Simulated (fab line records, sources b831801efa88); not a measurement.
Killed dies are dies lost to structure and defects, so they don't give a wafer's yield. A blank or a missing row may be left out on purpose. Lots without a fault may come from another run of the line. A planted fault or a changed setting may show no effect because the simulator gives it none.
Tool commonality check | flow gf180mcu | 11 lots, 31 wafers sampled

WHY IT WAS OPENED
At GF_V4_THK_MEAS_03 the reading V4_CVD_02_THK is flagged on 2 of 11 lots. Wafers without a fault read 850 nm, standard deviation 10.
Rule: a lot is flagged when every wafer of it that has a number lies more than 4 standard deviations from that mean, or none has a number. The other lots count as sound.

lot  | measured     | on            | V4_CVD_02_THK (nm), wafer by wafer | flag
L419 | day 23 17:19 | film_metro-02 | 832 849 862                        |
L420 | day 24 04:25 | film_metro-03 | 852 840 863                        |
L421 | day 24 07:48 | film_metro-02 | 829 843 832                        |
L424 | day 25 13:41 | film_metro-02 | 840 844 851                        |
L427 | day 26 15:08 | film_metro-04 | 845 845 852                        |
L428 | day 26 22:23 | film_metro-04 | 847 856 872                        |
L435 | day 29 04:14 | film_metro-04 | 515 509                            | FLAGGED
L437 | day 29 22:20 | film_metro-04 | 835 850 846                        |
L438 | day 30 01:25 | film_metro-03 | 509 512                            | FLAGGED
L440 | day 30 05:40 | film_metro-04 | 854 852 858                        |
L441 | day 30 16:22 | film_metro-04 | 858 858 869                        |
The numbers of the flagged lots are 511 nm on average: -339 nm against the usual, or -34 standard deviations.

WHICH TOOL RAN EACH LOT
The record holds 2 process steps before the reading, out of a route of 602 steps. In each cell: the tool, then ch and the chambers that the sampled wafers went through, then the start.
lot  | flag    | GF_V1_ETCH_16                      | GF_V4_CVD_02
L419 |         | rie_diel-04 ch 1,3, day 18 08:55   | pecvd-02 ch 0,1,2, day 23 17:13
L420 |         | rie_diel-02 ch 0,3, day 18 21:48   | pecvd-03 ch 1,2, day 24 04:21
L421 |         | rie_diel-04 ch 0,1,2, day 19 00:48 | pecvd-04 ch 0,2, day 24 07:44
L424 |         | rie_diel-02 ch 1,2,3, day 20 11:30 | pecvd-03 ch 1,2, day 25 13:37
L427 |         | rie_diel-03 ch 1,2,3, day 21 16:00 | pecvd-03 ch 0,1,2, day 26 15:04
L428 |         | rie_diel-03 ch 0,1,3, day 22 00:02 | pecvd-04 ch 1,2, day 26 22:19
L435 | FLAGGED | rie_diel-02 ch 0, day 24 12:04     | pecvd-03 ch 0,1, day 29 04:10
L437 |         | rie_diel-02 ch 1,2,3, day 25 10:11 | pecvd-02 ch 0,1,2, day 29 22:16
L438 | FLAGGED | rie_diel-03 ch 0,2, day 25 13:17   | pecvd-03 ch 1, day 30 01:19
L440 |         | rie_diel-02 ch 0,3, day 25 18:02   | pecvd-04 ch 1,2, day 30 05:35
L441 |         | rie_diel-02 ch 1,3, day 26 07:25   | pecvd-04 ch 0,1,2, day 30 16:17
What these steps do:
- GF_V1_ETCH_16: etches BARC in N2/H2.
- GF_V4_CVD_02: deposits SiO2 from TEOS, target thk 850 nm, time 94.851 s.
- GF_V4_THK_MEAS_03

FLAGGED OVER TOTAL, TOOL BY TOOL (the gauges that took the reading come last)
step              | tool          | lots run | flagged | share of the flagged lots | sound lots run after its first flagged lot
GF_V1_ETCH_16     | rie_diel-02   | 6        | 1       | some                      | 3 (L437,L440,L441)
GF_V1_ETCH_16     | rie_diel-03   | 3        | 1       | some                      | 0
GF_V1_ETCH_16     | rie_diel-04   | 2        | 0       | none                      | -
GF_V4_CVD_02      | pecvd-02      | 2        | 0       | none                      | -
GF_V4_CVD_02      | pecvd-03      | 5        | 2       | all                       | 0
GF_V4_CVD_02      | pecvd-04      | 4        | 0       | none                      | -
GF_V4_THK_MEAS_03 | film_metro-02 | 3        | 0       | none                      | -
GF_V4_THK_MEAS_03 | film_metro-03 | 2        | 1       | some                      | 0
GF_V4_THK_MEAS_03 | film_metro-04 | 6        | 1       | some                      | 3 (L437,L440,L441)

WHAT THE TABLE ALLOWS
1 row of the table ran every flagged lot: pecvd-03 at GF_V4_CVD_02.
- pecvd-03 at GF_V4_CVD_02: 2 of its 5 lots flagged. Its last sound lot is L427 (day 26 15:04), its first flagged lot L435 (day 29 04:10): a fault that began between those two fits.
One tool is left: pecvd-03 at GF_V4_CVD_02.

WHAT THE SIMULATOR HAD PUT IN
Process parameter drift: pecvd-03, from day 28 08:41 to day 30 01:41, at GF_V4_CVD_02. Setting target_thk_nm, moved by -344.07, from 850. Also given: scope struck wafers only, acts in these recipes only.
Lots struck among those shown: L435, L438. The rule above found the same.
